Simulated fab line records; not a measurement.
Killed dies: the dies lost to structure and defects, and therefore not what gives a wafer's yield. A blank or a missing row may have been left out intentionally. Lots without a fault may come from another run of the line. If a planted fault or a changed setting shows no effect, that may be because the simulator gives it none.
fab line records	flow sky130
record: lots: 13	wafers: 39	lastDay: 50
route steps=708 shown POLY_CUT@315 SD_P@330 RES_XHIGH@340 SD_N@353
lots with no fault: from the same line, run without faults
startH: hours from the record's opening day to when the first of the lot's shown wafers began	waitH: how many hours have passed since the lot's step before this one	" same as the row above	L1.1+2: a row that stands for several wafers	- no value, or no start given	* or withheld: withheld	< > ~ a bound
route shown NAME@n: names a module that has steps shown in the file, with the first one's number in the route	usual: mean/standard deviation of fault-free wafers	same: alike in all rows	chamber/n: place in a boat	sites: the reading at each site	_std_site: standard deviation of those values	_edge_site: the outer-site mean with the inner-site mean subtracted	radiusMm: how far each site lies from the wafer's centre	mask NAME#n: copy n	behind: the last tool/chamber to shape the wafer	hold: what put the lot on hold/how long, in hours/how the hold closed	device: the n, p or np transistor that did not switch	end of line: the route-end tests of the same wafers	step lacking rows: just its recipe	killed: at the first sort, the dies lost to defects and structure; wafer yield is something else	map: the dies of a wafer, with x for killed, . for not killed, _ for no die there
set.NAME: setting as actually run; set.NAME@STEP: the setting as run at that earlier step	model.NAME: the simulator's own value behind a step, which no gauge read
steps of the route over a sample of lots; a table a step, a row a wafer
services: the hour from which a tool's chamber was out of use, counted from the record's first day as startH (under 0 if before that day), plus the number of hours and why
== steps ==
step: SKY_POLY_CUT_CD_MEAS_08
recipe: targetCdNm: 270
usual: cdNm: 269.8/1.2
lot.wafer	tool	chamber	startH	waitH	cdNm
L254.2	cdSem-01	-	553.43	-	269.4
L254.3	"	-	"	"	270.0
L254.6	"	-	"	"	270.3
L253.1	cdSem-02	-	553.76	-	271.8
L253.5	"	-	"	"	271.8
L253.6	"	-	"	"	271.1
L255.1	cdSem-01	-	598.06	-	269.9
L255.4	"	-	"	"	269.5
L255.5	"	-	"	"	269.3
L259.2	cdSem-02	-	687.57	-	269.2
L259.3	"	-	"	"	268.9
L259.4	"	-	"	"	268.1
L262.1	cdSem-01	-	687.80	-	270.1
L262.4	"	-	"	"	269.4
L262.5	"	-	"	"	269.5
L261.1	cdSem-02	-	690.10	-	271.1
L261.4	"	-	"	"	270.9
L261.5	"	-	"	"	270.5
L267.3	cdSem-02	-	697.04	-	269.3
L267.4	"	-	"	"	268.0
L267.6	"	-	"	"	269.4
L268.1	cdSem-01	-	698.15	-	270.2
L268.2	"	-	"	"	270.4
L268.5	"	-	"	"	271.3
L270.1	cdSem-02	-	699.90	-	270.2
L270.2	"	-	"	"	270.1
L270.4	"	-	"	"	268.8
L272.2	cdSem-01	-	711.02	-	270.3
L272.5	"	-	"	"	268.5
L272.6	"	-	"	"	268.7
L273.1	cdSem-02	-	713.80	-	271.1
L273.3	"	-	"	"	269.8
L273.6	"	-	"	"	270.2
L274.1	cdSem-01	-	717.30	-	269.0
L274.4	"	-	"	"	269.1
L274.5	"	-	"	"	268.2
L276.3	cdSem-02	-	740.79	-	271.7
L276.4	"	-	"	"	270.5
L276.6	"	-	"	"	269.8
step: SKY_POLY_CUT_OVL_MEAS_09
usual: POLY_CUT_OVL: 0/5.2
lot.wafer	tool	chamber	startH	waitH	POLY_CUT_OVL[nm]
L254.2	overlay-01	-	553.53	0.1	-6
L254.3	"	-	"	"	-3
L254.6	"	-	"	"	-10
L253.1	overlay-01	-	553.88	0.1	1
L253.5	"	-	"	"	4
L253.6	"	-	"	"	-2
L255.1	overlay-01	-	598.18	0.1	1
L255.4	"	-	"	"	-1
L255.5	"	-	"	"	-2
L259.2	overlay-01	-	687.68	0.1	-8
L259.3	"	-	"	"	-5
L259.4	"	-	"	"	-7
L262.1	overlay-02	-	687.92	0.1	5
L262.4	"	-	"	"	10
L262.5	"	-	"	"	0
L261.1	overlay-02	-	690.22	0.1	-2
L261.4	"	-	"	"	5
L261.5	"	-	"	"	-5
L267.3	overlay-02	-	697.14	0.1	-5
L267.4	"	-	"	"	-6
L267.6	"	-	"	"	-10
L268.1	overlay-01	-	698.27	0.1	0
L268.2	"	-	"	"	7
L268.5	"	-	"	"	1
L270.1	overlay-01	-	700.02	0.1	-2
L270.2	"	-	"	"	7
L270.4	"	-	"	"	-3
L272.2	overlay-01	-	711.12	0.1	2
L272.5	"	-	"	"	-5
L272.6	"	-	"	"	5
L273.1	overlay-01	-	713.92	0.1	2
L273.3	"	-	"	"	0
L273.6	"	-	"	"	5
L274.1	overlay-01	-	717.42	0.1	-4
L274.4	"	-	"	"	1
L274.5	"	-	"	"	8
L276.3	overlay-01	-	740.89	0.1	7
L276.4	"	-	"	"	8
L276.6	"	-	"	"	3
step: SKY_SD_P_STRIP_10
recipe: chemistry: O2/N2	powerW: 1400	pressureMtorr: 1500	platenTempC: withheld	o2FlowSccm: 3000	n2FlowSccm: 300	overashFraction: 0.5
usual: drypumpMotorCurrentA: 5.8/0.68	oesProductAu: 0.618/0.0048	stripTimeToEndpointS: 17.50/0.043
lot.wafer	tool	chamber	startH	waitH	drypumpMotorCurrentA	oesProductAu	rfHoursCounterH	stripTimeToEndpointS
L254.2	plasmaAsher-02	0	582.96	0.1	6.8	0.624	78	17.54
L254.3	"	0	"	"	6.7	0.615	-	17.54
L254.6	"	0	"	"	6.8	0.620	-	17.51
L253.1	plasmaAsher-04	1	583.15	0.1	6.5	0.620	87	17.53
L253.5	"	0	"	"	5.3	0.613	-	17.57
L253.6	"	1	"	"	6.5	0.625	-	17.56
L255.1	plasmaAsher-03	0	627.21	0.1	5.8	0.613	19	17.60
L255.4	"	0	"	"	5.8	0.616	-	17.52
L255.5	"	1	"	"	4.9	0.611	-	17.53
L259.2	plasmaAsher-04	1	715.75	0.1	6.5	0.616	101	17.50
L259.3	"	0	"	"	5.2	0.615	-	17.50
L259.4	"	1	"	"	6.5	0.624	-	17.49
L262.1	plasmaAsher-02	1	716.35	0.1	5.3	0.620	93	17.46
L262.4	"	0	"	"	6.8	0.620	-	17.46
L262.5	"	1	"	"	5.3	0.615	-	17.48
L261.1	plasmaAsher-02	1	718.55	0.1	5.4	0.617	93	17.47
L261.4	"	0	"	"	6.7	0.615	-	17.41
L261.5	"	0	"	"	6.7	0.617	-	17.44
L267.3	plasmaAsher-03	1	725.79	0.1	4.9	0.618	-	17.53
L267.4	"	0	"	"	5.8	0.618	-	17.51
L267.6	"	1	"	"	4.9	0.618	-	17.52
L268.1	plasmaAsher-04	1	727.15	0.1	6.5	0.616	103	17.49
L268.2	"	0	"	"	5.3	0.613	103	17.48
L268.5	"	1	"	"	6.5	0.627	-	17.50
L270.1	plasmaAsher-02	1	728.40	0.1	5.4	0.617	94	17.55
L270.2	"	0	"	"	6.8	0.629	94	17.51
L270.4	"	1	"	"	5.4	0.614	-	17.51
L272.2	plasmaAsher-03	0	739.71	0.1	5.8	0.617	32	17.49
L272.5	"	1	"	"	5.0	0.615	-	17.48
L272.6	"	0	"	"	5.8	0.618	-	17.55
L273.1	plasmaAsher-02	1	742.45	0.1	5.3	0.611	96	17.40
L273.3	"	0	"	"	6.7	0.615	-	17.47
L273.6	"	0	"	"	6.7	0.620	-	17.46
L274.1	plasmaAsher-02	0	746.01	0.1	6.7	0.620	96	17.54
L274.4	"	0	"	"	6.7	0.616	-	17.51
L274.5	"	1	"	"	5.4	0.614	-	17.50
L276.3	plasmaAsher-02	0	766.59	0.1	6.7	0.616	-	17.49
L276.4	"	1	"	"	5.3	0.615	-	17.51
L276.6	"	1	"	"	5.3	0.620	-	17.55
step: SKY_RES_XHIGH_STRIP_08
recipe: chemistry: O2/N2	powerW: 1400	pressureMtorr: 1500	platenTempC: withheld	o2FlowSccm: 3000	n2FlowSccm: 300	overashFraction: 0.5
usual: drypumpMotorCurrentA: 5.6/0.45	oesProductAu: 0.711/0.0047	stripTimeToEndpointS: 14.25/0.041
lot.wafer	tool	chamber	startH	waitH	drypumpMotorCurrentA	oesProductAu	rfHoursCounterH	stripTimeToEndpointS
L254.2	plasmaAsher-04	1	612.34	0.1	6.5	0.709	90	14.27
L254.3	"	1	"	"	6.5	0.708	-	14.24
L254.6	"	0	"	"	5.2	0.716	-	14.29
L253.1	plasmaAsher-01	0	612.51	0.1	5.3	0.706	50	14.26
L253.5	"	1	"	"	5.6	0.713	-	14.28
L253.6	"	0	"	"	5.3	0.713	-	14.30
L255.1	plasmaAsher-04	0	655.26	0.1	5.3	0.705	94	14.26
L255.4	"	0	"	"	5.3	0.710	-	14.28
L255.5	"	0	"	"	5.3	0.713	-	14.24
L259.2	plasmaAsher-01	0	743.60	0.1	5.3	0.710	59	14.27
L259.3	"	0	"	"	5.3	0.708	-	14.27
L259.4	"	1	"	"	5.6	0.720	-	14.23
L262.1	plasmaAsher-01	1	744.64	0.1	5.6	0.913	59	-
L262.4	"	1	"	"	5.6	0.912	-	-
L262.5	"	0	"	"	5.3	0.920	-	-
L261.1	plasmaAsher-03	0	746.94	0.1	5.8	0.709	33	14.30
L261.4	"	0	"	"	5.8	0.709	-	14.23
L261.5	"	0	"	"	5.8	0.704	-	14.23
L267.3	plasmaAsher-03	0	753.19	0.1	5.8	0.704	-	14.34
L267.4	"	1	"	"	4.9	0.707	-	14.31
L267.6	"	0	"	"	5.8	0.713	-	14.29
L268.1	plasmaAsher-03	1	754.19	0.1	5.0	0.718	33	14.28
L268.2	"	0	"	"	5.8	0.703	33	14.25
L268.5	"	0	"	"	5.8	0.713	-	14.27
L270.1	plasmaAsher-04	0	755.61	0.1	5.2	0.715	1	14.24
L270.2	"	1	"	"	6.5	0.701	1	14.25
L270.4	"	1	"	"	6.5	0.713	-	14.25
L272.2	plasmaAsher-03	0	765.61	0.1	5.8	0.719	34	14.32
L272.5	"	1	"	"	5.0	0.720	-	14.34
L272.6	"	0	"	"	5.8	0.722	-	14.35
L273.1	plasmaAsher-04	0	769.26	0.1	5.3	0.709	2	14.22
L273.3	"	1	"	"	6.4	0.717	-	14.16
L273.6	"	1	"	"	6.4	0.707	-	14.23
L274.1	plasmaAsher-04	1	773.35	0.1	6.5	0.713	3	14.27
L274.4	"	1	"	"	6.5	0.718	-	14.26
L274.5	"	0	"	"	5.2	0.706	-	14.24
L276.3	plasmaAsher-01	0	793.49	0.1	5.3	0.706	-	14.25
L276.4	"	1	"	"	5.6	0.711	-	14.26
L276.6	"	0	"	"	5.3	0.714	-	14.28
step: SKY_SD_N_STRIP_11
recipe: chemistry: O2/N2	powerW: 1400	pressureMtorr: 1500	platenTempC: withheld	o2FlowSccm: 3000	n2FlowSccm: 300	overashFraction: 0.5
usual: drypumpMotorCurrentA: 5.8/0.6	oesProductAu: 0.528/0.0043	stripTimeToEndpointS: 22.55/0.033
lot.wafer	tool	chamber	startH	waitH	drypumpMotorCurrentA	oesProductAu	rfHoursCounterH	stripTimeToEndpointS
L254.2	plasmaAsher-02	1	640.71	0.1	5.3	0.530	84	22.56
L254.3	"	0	"	"	6.7	0.528	-	22.56
L254.6	"	0	"	"	6.8	0.534	-	22.60
L253.1	plasmaAsher-01	1	641.75	0.1	5.6	0.523	53	22.59
L253.5	"	0	"	"	5.3	0.522	-	22.52
L253.6	"	1	"	"	5.6	0.526	-	22.54
L255.1	plasmaAsher-02	1	683.80	0.1	5.4	0.522	89	22.57
L255.4	"	0	"	"	6.8	0.528	-	22.55
L255.5	"	1	"	"	5.4	0.531	-	22.56
L259.2	plasmaAsher-02	0	770.66	0.1	6.7	0.521	98	22.56
L259.3	"	1	"	"	5.3	0.527	-	22.52
L259.4	"	0	"	"	6.7	0.528	-	22.51
L262.1	plasmaAsher-04	1	772.00	0.1	6.5	0.571	3	30.50
L262.4	"	1	"	"	6.5	0.587	-	30.53
L262.5	"	1	"	"	6.5	0.580	-	30.53
L261.1	plasmaAsher-02	0	774.50	0.1	6.7	0.521	98	22.50
L261.4	"	1	"	"	5.3	0.542	-	22.58
L261.5	"	0	"	"	6.7	0.527	-	22.59
L267.3	plasmaAsher-01	1	780.29	0.1	5.6	0.529	-	22.57
L267.4	"	0	"	"	5.3	0.530	-	22.54
L267.6	"	0	"	"	5.3	0.520	-	22.52
L268.1	plasmaAsher-01	1	781.30	0.1	5.6	0.522	62	22.49
L268.2	"	0	"	"	5.3	0.532	62	22.58
L268.5	"	1	"	"	5.6	0.525	-	22.53
L270.1	plasmaAsher-01	0	783.20	0.1	5.3	0.529	63	22.51
L270.2	"	1	"	"	5.6	0.528	63	22.56
L270.4	"	1	"	"	5.6	0.527	-	22.56
L272.2	plasmaAsher-01	0	793.21	0.1	5.3	0.524	63	22.55
L272.5	"	1	"	"	5.6	0.529	-	22.54
L272.6	"	0	"	"	5.3	0.530	-	22.58
L273.1	plasmaAsher-01	0	796.65	0.1	5.3	0.526	64	22.59
L273.3	"	0	"	"	5.3	0.532	-	22.56
L273.6	"	0	"	"	5.3	0.525	-	22.55
L274.1	plasmaAsher-01	0	800.11	0.1	5.3	0.526	64	22.53
L274.4	"	0	"	"	5.3	0.525	-	22.56
L274.5	"	0	"	"	5.3	0.522	-	22.55
L276.3	plasmaAsher-04	1	820.63	0.1	6.5	0.526	-	22.53
L276.4	"	0	"	"	5.3	0.529	-	22.52
L276.6	"	0	"	"	5.2	0.523	-	22.53
step: SKY_SD_N_TW_MEAS_12
usual: SD_N_TW: 3969/16
lot.wafer	tool	chamber	startH	waitH	SD_N_TW
L254.2	filmMetro-04	-	640.82	0.1	3921
L254.3	"	-	"	"	3931
L254.6	"	-	"	"	3937
L253.1	filmMetro-02	-	641.85	0.1	3956
L253.5	"	-	"	"	3968
L253.6	"	-	"	"	3960
L255.1	filmMetro-02	-	683.90	0.1	3943
L255.4	"	-	"	"	3950
L255.5	"	-	"	"	3942
L259.2	filmMetro-03	-	770.77	0.1	3972
L259.3	"	-	"	"	3965
L259.4	"	-	"	"	3956
L262.1	filmMetro-03	-	772.10	0.1	30
L262.4	"	-	"	"	30
L262.5	"	-	"	"	30
L261.1	filmMetro-04	-	774.60	0.1	3951
L261.4	"	-	"	"	3966
L261.5	"	-	"	"	3969
L267.3	filmMetro-04	-	780.38	0.1	3950
L267.4	"	-	"	"	3987
L267.6	"	-	"	"	3959
L268.1	filmMetro-03	-	781.40	0.1	3992
L268.2	"	-	"	"	3987
L268.5	"	-	"	"	3984
L270.1	filmMetro-02	-	783.30	0.1	3995
L270.2	"	-	"	"	3980
L270.4	"	-	"	"	3968
L272.2	filmMetro-02	-	793.32	0.1	3986
L272.5	"	-	"	"	3967
L272.6	"	-	"	"	3975
L273.1	filmMetro-03	-	796.75	0.1	3965
L273.3	"	-	"	"	3969
L273.6	"	-	"	"	3967
L274.1	filmMetro-02	-	800.21	0.1	3971
L274.4	"	-	"	"	3968
L274.5	"	-	"	"	3943
L276.3	filmMetro-03	-	820.72	0.1	3981
L276.4	"	-	"	"	3996
L276.6	"	-	"	"	3982
== services ==
tool	chamber	startH	hours	kind
plasmaAsher-04	-	579.41	1.6	repair
plasmaAsher-02	-	620.33	0.7	repair
plasmaAsher-02	-	631.58	2.8	repair
plasmaAsher-01	-	657.00	40.0	repair
plasmaAsher-03	-	671.64	2.8	pm
plasmaAsher-02	-	674.39	2.8	pm
plasmaAsher-04	-	733.83	9.0	pm
plasmaAsher-04	0	733.83	9.0	ventCycle
plasmaAsher-04	1	733.83	9.0	ventCycle
plasmaAsher-04	0	742.83	-	clean
plasmaAsher-04	1	742.83	-	clean
plasmaAsher-01	-	820.06	63.2	repair
== key ==
firstSign: step: SKY_RES_XHIGH_STRIP_08	reading: oesProductAu	direction: up	sigmas: 43	usual: 0.711	struck: 0.915
effect: step: SKY_SD_N_STRIP_11	reading: stripTimeToEndpointS	direction: up	sigmas: 99+	usual: *	struck: *
effect: step: SKY_SD_N_TW_MEAS_12	reading: SD_N_TW	direction: down	sigmas: 99+	usual: 3969	struck: 30
metAt SKY_RES_XHIGH_STRIP_08
struckLots L262
sortLeftOut L262.1,L262.4,L262.5
testerLeftOut L262
notActingAt SKY_POLY_CUT_CD_MEAS_08,SKY_POLY_CUT_OVL_MEAS_09,SKY_SD_P_STRIP_10
onsetBetween 743.60 744.64
fault: kind: stripAborted	tool: plasmaAsher-01	chamber: -	onsetH: 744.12	steps: SKY_RES_XHIGH_STRIP_08	offset: 0.71991	endH: 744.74
testerLeftOut: of these lots the tester's yield and bins aren't shown, on N5 and GAA mostly nor the transistor test; their killed dies are dies lost to structure and defects alone, not to doping, threshold or leakage, so they don't give the yield
sortLeftOut: the simulated sort isn't trusted on such a fault, so these wafers' sort isn't shown, and their yield isn't known
